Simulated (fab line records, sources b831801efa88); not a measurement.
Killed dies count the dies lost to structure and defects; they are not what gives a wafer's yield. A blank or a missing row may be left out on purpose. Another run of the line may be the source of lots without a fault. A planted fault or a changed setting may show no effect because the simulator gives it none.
Struck lot and sound lot, side by side | flow gf180mcu | 27 steps out of a route of 602
Sound: these wafers, L842.1, L842.2, L842.3. Wafers L851.1, L851.3, L851.5 were the ones struck. Last of all comes the cause.
Each step with rows lists, per side, the tool, then ch with its chambers, then its first start. Under that, the readings that differ: sound wafers | struck wafers | difference of the means | sigmas: that difference in standard deviations of wafers without a fault.
alike: a reading whose means differ by less than 2 such deviations, as well as words and numbers matching on both sides. not compared: withheld readings; readings where some wafer has no value; bounds like >300 that might hide an equal value; numbers whose values overlap and for which the record gives no deviation.
A row with sigmas, a row that says differs or no value, or rows on one side alone: a step with any of these is where the two part. Non-overlapping numbers with no deviation appear without sigmas and do not part them. A reading missing from all wafers of one side parts the sides only when that side holds two or more wafers.

first, 1 step without rows for these wafers: GF_V1_ETCH_16 (etches BARC in N2/H2).
GF_V1_ETCH_17: etches SiO2 in C4F8/O2/Ar, stops on TiN, target depth 630 nm.
  sound on rie diel-02 ch 1,2,3; struck on rie diel-02 ch 0,1
  alike: oes product au
then, 5 steps without rows for these wafers: GF_V1_STRIP_18 (strips in O2/N2); GF_V1_STRIP_19 (strips in post etch residue remover, time 1200 s); GF_V1_CLEAN_20 (cleans in DIW); GF_V1_SPUTTER_21 (material Ti, target thk 15 nm, time 80.02 s); GF_V1_SPUTTER_22 (material TiN, target thk 10 nm, time 40 s).
GF_V1_CVD_23: deposits W, target thk 350 nm, time 105.05 s.
  sound on cvd w-01 ch 0,1, day 19 15:10; struck on cvd w-01 ch 0,1, day 22 21:22
  alike: heater power w
GF_V1_RS_MEAS_24: measurement is done with a four-point probe.
  struck on film metro-04, day 22 21:29; sound on film metro-04, day 19 15:17
  alike: V1_W_RS
GF_V1_THK_MEAS_25: measures by xrf.
  struck on film metro-04, day 22 21:36; sound on film metro-04, day 19 15:24
  alike: V1_W_THK
GF_V1_CMP_26: polishes, stops on SiO2, t overpolish 15 s, target thk 0 nm.
  sound on cmp-01 ch 1,2,3, day 19 15:31; struck on cmp-01 ch 0,1,2, day 22 21:40
  reading                | sound    | struck   | difference | sigmas
  time to endpoint s (s) | 82 83 78 | 85 93 85 | +7         | +2
  alike: motor current A, overpolish run s
GF_M2_SPUTTER_00: material Ti, target thk 37.5 nm, time 150 s.
  struck on pvd sputter-02, day 22 21:58; sound on pvd sputter-04, day 19 15:46
  alike: cathode dc power W, chamber pressure pa, throttle valve pct
GF_M2_SPUTTER_01: material TiN, target thk 30 nm, time 25 s.
  struck on pvd sputter-02, day 22 22:04; sound on pvd sputter-04, day 19 15:52
  no value came back on the struck wafers for cathode dc power W (W), chamber pressure pa (Pa), throttle valve pct (%); on the sound wafers cathode dc power W (W) reads 6500.7 6499.9 6499.5
then, 2 steps without rows for these wafers: GF_M2_SPUTTER_02 (material AlCu, target thk 450 nm, time 23.9 s); GF_M2_SPUTTER_03 (material Ti, target thk 10 nm, time 6.7 s).
GF_M2_SPUTTER_04: material TiN, target thk 50 nm, time 41.7 s.
  struck on pvd sputter-02, day 22 22:08; sound on pvd sputter-04, day 19 15:56
  alike: cathode dc power W, chamber pressure pa, throttle valve pct
then, 7 steps without rows for these wafers: GF_M2_DEHYDRATE_07 (time 60 s); GF_M2_HMDS_08 (prime time 60 s); GF_M2_COAT_09 (resist thk 1000 nm); GF_M2_SOFTBAKE_10 (time 60 s); GF_M2_EXPOSE_11 (exposes mask Metal2, target cd 280 nm); GF_M2_PEB_12 (peb time 90 s); GF_M2_DEVELOP_13 (develop time 60 s).
GF_M2_CD_MEAS_14 targets a cd of 280 nm.
  struck on cd sem-01, day 23 20:50; sound on cd sem-01, day 20 15:53
  reading    | sound             | struck            | difference | sigmas
  cd nm (nm) | 279.7 281.5 280.9 | 277.3 276.6 277.3 | -3.6       | -3
GF_M2_OVL_MEAS_15:
  struck on overlay-02, day 23 20:57; sound on overlay-01, day 20 16:00
  alike: M2_OVL
GF_M2_METAL_ETCH_16: etches the open film in Cl2/BCl3, stops on SiO2, target depth 627.5 nm, time 104.6 s.
  sound on rie metal-02 ch 0,1, day 20 16:02; struck on rie metal-04 ch 0,1, day 23 20:59
  reading                | sound                | struck               | difference | sigmas
  oes product au (a.u.)  | 0.975 0.973 0.976    | 0.942 0.945 0.953    | -0.028     | -5
  throttle valve pct (%) | 28.253 28.236 28.254 | 28.276 28.282 28.286 | +0.034     | +4
  alike: drypump motor current A
  not compared: rf hours counter h
then, 1 step without rows for these wafers: GF_M2_STRIP_17 (strips in O2/N2).

## WHERE THEY PART
Earliest at GF_V1_CMP_26; latest, in this record, at GF_M2_METAL_ETCH_16.

WHY: the cause the simulator had injected
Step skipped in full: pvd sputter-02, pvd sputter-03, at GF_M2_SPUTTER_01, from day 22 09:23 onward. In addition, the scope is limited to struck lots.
